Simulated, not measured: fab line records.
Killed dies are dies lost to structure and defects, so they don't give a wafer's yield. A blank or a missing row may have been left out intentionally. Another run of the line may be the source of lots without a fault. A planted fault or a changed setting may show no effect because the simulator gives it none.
Which tool was responsible? ; flow gf180mcu ; Sampling: 10 lots, 30 wafers, 2 of 602 route steps

WHAT EACH GAUGE READ, for each wafer
GF_POLY_GATE_THK_MEAS_01.
lot;measured;on;POLY_GATE_CVD_00_THK (nm)
L578;day 8 12:00;film-metro-04;200.0 200.9 199.8
L579;day 8 16:55;film-metro-04;199.8 198.7 200.6
L580;day 9 01:13;film-metro-03;197.8 197.4 196.5
L590;day 12 00:39;film-metro-04;181.1 182.8 180.5
L591;day 12 11:18;film-metro-04;199.9 199.6 199.5
L593;day 12 18:20;film-metro-01;199.7 200.7 200.3
L594;day 13 03:40;film-metro-03;201.7 203.0 200.9
L596;day 13 18:59;film-metro-01;200.1 199.3 198.5
L597;day 14 02:24;film-metro-03;196.7 197.1 196.7
L600;day 14 20:35;film-metro-04;199.0 199.1 200.3

WHAT TOOL EACH LOT RAN ON (gives the tool, then ch and the chambers of the sampled wafers, and finally the start)
lot;GF_POLY_GATE_CVD_00
L578;lpcvd-02 ch 0, day 8 10:40
L579;lpcvd-02 ch 0, day 8 15:34
L580;lpcvd-01 ch 1, day 8 23:52
L590;lpcvd-01 ch 0, day 11 23:19
L591;lpcvd-01 ch 1, day 12 09:57
L593;lpcvd-02 ch 1, day 12 17:00
L594;lpcvd-02 ch 1, day 13 02:20
L596;lpcvd-02 ch 0, day 13 17:38
L597;lpcvd-01 ch 1, day 14 01:04
L600;lpcvd-02 ch 1, day 14 19:14
- GF_POLY_GATE_CVD_00: deposits poly-Si, target thk 200 nm, time 1200 s.

THE ANSWER, worked out from the rows above alone
Rule: usual is defined by the lots themselves. The widest of any qualifying gaps counts: lots, ordered by their means at a reading, are off when they make up no more than a third of the lots, leave a main group of 4 or more, and stand apart from it by 3 or more times the standard deviation of that group's means. If all means in a main group match to the digits the tables above print for the reading, that group is not used. A lot without any number at a reading at which 4 lots or more have one is off too. Any other lot the step has rows for is counted as sound.
Off: L590, at GF_POLY_GATE_THK_MEAS_01 (POLY_GATE_CVD_00_THK). The main group: mean 199.4 nm, standard deviation 1.5.
A tool fits if, at a process step before that reading, it ran every lot that is off, and no sound lot after the first of them. The gauges at GF_POLY_GATE_THK_MEAS_01 are tried like those tools. No candidate that was tried fits.

WHAT THE SIMULATOR PUT IN
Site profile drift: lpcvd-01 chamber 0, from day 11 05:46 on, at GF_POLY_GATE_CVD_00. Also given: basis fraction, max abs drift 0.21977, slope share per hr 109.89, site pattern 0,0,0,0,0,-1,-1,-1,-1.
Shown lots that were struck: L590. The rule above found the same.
